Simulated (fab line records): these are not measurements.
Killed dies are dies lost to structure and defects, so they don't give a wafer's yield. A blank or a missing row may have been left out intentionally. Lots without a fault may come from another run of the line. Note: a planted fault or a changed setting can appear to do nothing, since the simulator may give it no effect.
The tool behind it: which one? -- flow gf180mcu -- 14 lots with 42 wafers sampled at 4 steps, on a route of 602 steps

== WHAT THE GAUGES SHOWED, per wafer ==
GF_STI_THK_MEAS_02. Usual: for STI_OXIDATION_THK the level is 9.91 nm and the standard deviation is 0.18.
lot,measured,on,STI_OXIDATION_THK (nm),flag
L486,day 1 11:47,film_metro-04,10.26 10.17 10.00,
L487,day 1 16:40,film_metro-04,9.64 9.82 9.91,
L488,day 1 21:32,film_metro-01,9.84 10.02 9.78,
L489,day 2 02:31,film_metro-02,9.83 9.90 9.95,
L491,day 2 12:31,film_metro-01,10.14 10.24 10.00,
L492,day 2 19:15,film_metro-04,9.85 10.09 9.96,
L493,day 3 00:19,film_metro-02,9.70 9.79 9.54,
L495,day 3 08:32,film_metro-04,9.82 9.88 9.82,
L496,day 3 14:11,film_metro-02,10.09 10.10 10.34,
L497,day 3 18:31,film_metro-01,10.00 9.92 10.00,
L500,day 4 09:31,film_metro-04,9.90 9.91 9.80,
L501,day 4 14:31,film_metro-04,9.87 9.69 9.69,
L508,day 6 01:31,film_metro-02,10.19 10.14 10.10,
L509,day 6 06:38,film_metro-02,9.65 9.66 9.68,

GF_STI_CD_MEAS_12 targets a cd of 220 nm. Usual: cd_nm 220.2 nm, standard deviation 1.2.
lot,measured,on,cd_nm (nm),flag
L486,day 2 01:58,cd_sem-02,217.7 218.4 218.7,
L487,day 2 06:43,cd_sem-01,218.7 219.0 219.4,
L488,day 2 11:38,cd_sem-01,222.0 221.6 221.1,
L489,day 2 16:59,cd_sem-01,219.5 220.6 220.5,
L491,day 3 02:38,cd_sem-02,220.7 220.7 222.1,
L492,day 3 09:50,cd_sem-02,220.0 220.5 221.0,
L493,day 3 15:38,cd_sem-02,219.2 218.7 218.8,
L495,day 4 00:06,cd_sem-02,221.7 221.3 221.4,
L496,day 4 05:52,cd_sem-02,221.3 221.8 222.0,
L497,day 4 09:22,cd_sem-01,218.7 218.8 219.2,
L500,day 5 02:14,cd_sem-02,222.1 220.9 221.0,
L501,day 5 06:10,cd_sem-02,220.4 220.6 220.9,
L508,day 6 19:35,cd_sem-02,219.8 221.3 220.9,
L509,day 6 23:26,cd_sem-01,219.9 219.7 218.9,

GF_MVSD_TW_MEAS_11. Usual: for MVSD_TW the level is 1582 and the standard deviation is 12.
lot,measured,on,MVSD_TW,flag
L486,day 4 10:39,film_metro-01,1591 1584 1580,
L487,day 4 15:26,film_metro-01,1589 1586 1587,
L488,day 5 04:04,film_metro-02,1562 1562 1566,
L489,day 5 08:11,film_metro-02,1568 1564 1566,
L491,day 5 22:11,film_metro-01,1597 1601 1592,
L492,day 5 22:38,film_metro-03,1587 1594 1588,
L493,day 6 08:50,film_metro-03,1585 1572 1574,
L495,day 6 13:28,film_metro-01,1593 1593 1594,
L496,day 7 01:39,film_metro-01,1601 1605 1602,
L497,day 7 03:05,film_metro-02,1577 1573 1568,
L500,day 7 20:38,film_metro-03,1577 1587 1586,
L501,day 8 02:32,film_metro-03,1580 1583 1590,
L508,day 9 21:13,film_metro-02,1560 1557 1564,
L509,day 10 01:19,film_metro-01,1590 1585 1586,

== WHICH TOOL RAN EACH LOT (tool, then ch and the chambers of the sampled wafers, then the start) ==
lot,GF_LVPWELL_DEVELOP_06
L486,"litho_track-03 ch 0, day 3 20:00"
L487,"litho_track-02 ch 0, day 4 01:00"
L488,"litho_track-03 ch 0, day 4 12:00"
L489,"litho_track-02 ch 0, day 4 18:00"
L491,"litho_track-02 ch 0, day 5 07:00"
L492,"litho_track-03 ch 0, day 5 07:00"
L493,"litho_track-02 ch 0, day 5 16:00"
L495,"litho_track-04 ch 0, day 5 21:00"
L496,"litho_track-02 ch 0, day 6 09:00"
L497,"litho_track-02 ch 0, day 6 10:00"
L500,"litho_track-02 ch 0, day 7 03:00"
L501,"litho_track-04 ch 0, day 7 09:00"
L508,"litho_track-02, day 9 02:00"
L509,"litho_track-04, day 9 07:00"
- GF_LVPWELL_DEVELOP_06: develop time 60 s.

== WHAT THE TOOLS THEMSELVES READ (means of the sampled wafers that have a number; where no wafer has one, the mark that the record gives instead) ==
GF_LVPWELL_DEVELOP_06. Usual: chill_plate_temp_C 23.00 C, standard deviation 0.11.
lot,tool,chill_plate_temp_C (C),flag
L486,litho_track-03,23.05,
L487,litho_track-02,22.95,
L488,litho_track-03,22.92,
L489,litho_track-02,23.02,
L491,litho_track-02,23.05,
L492,litho_track-03,22.97,
L493,litho_track-02,22.98,
L495,litho_track-04,22.95,
L496,litho_track-02,23.02,
L497,litho_track-02,23.02,
L500,litho_track-02,23.06,
L501,litho_track-04,23.04,
L508,litho_track-02,-,OFF
L509,litho_track-04,-,OFF

== THE ANSWER, worked out from the rows above alone ==
Rule: a lot is off if the mean of its wafers that have a number lies more than 3 standard deviations from the usual mean. A lot without any number at a reading at which 4 lots or more have one is off too. All remaining lots with rows at the step are treated as sound. Order of review: gauges by route order, followed by the tools' own readings, for which a lot's mean as printed above is used. The first step at which some lot is off is used, and at that step the reading that is off furthest; a lot without a number counts as furthest.
Off, at GF_LVPWELL_DEVELOP_06 on chill_plate_temp_C: L508, L509. Without a number there: L508, L509.
If a tool, at that step or one of the process steps before it, ran each lot that is off and ran no sound lot following the first of them, it fits. Of those tried, none fits.

== WHAT THE SIMULATOR HAD PUT IN ==
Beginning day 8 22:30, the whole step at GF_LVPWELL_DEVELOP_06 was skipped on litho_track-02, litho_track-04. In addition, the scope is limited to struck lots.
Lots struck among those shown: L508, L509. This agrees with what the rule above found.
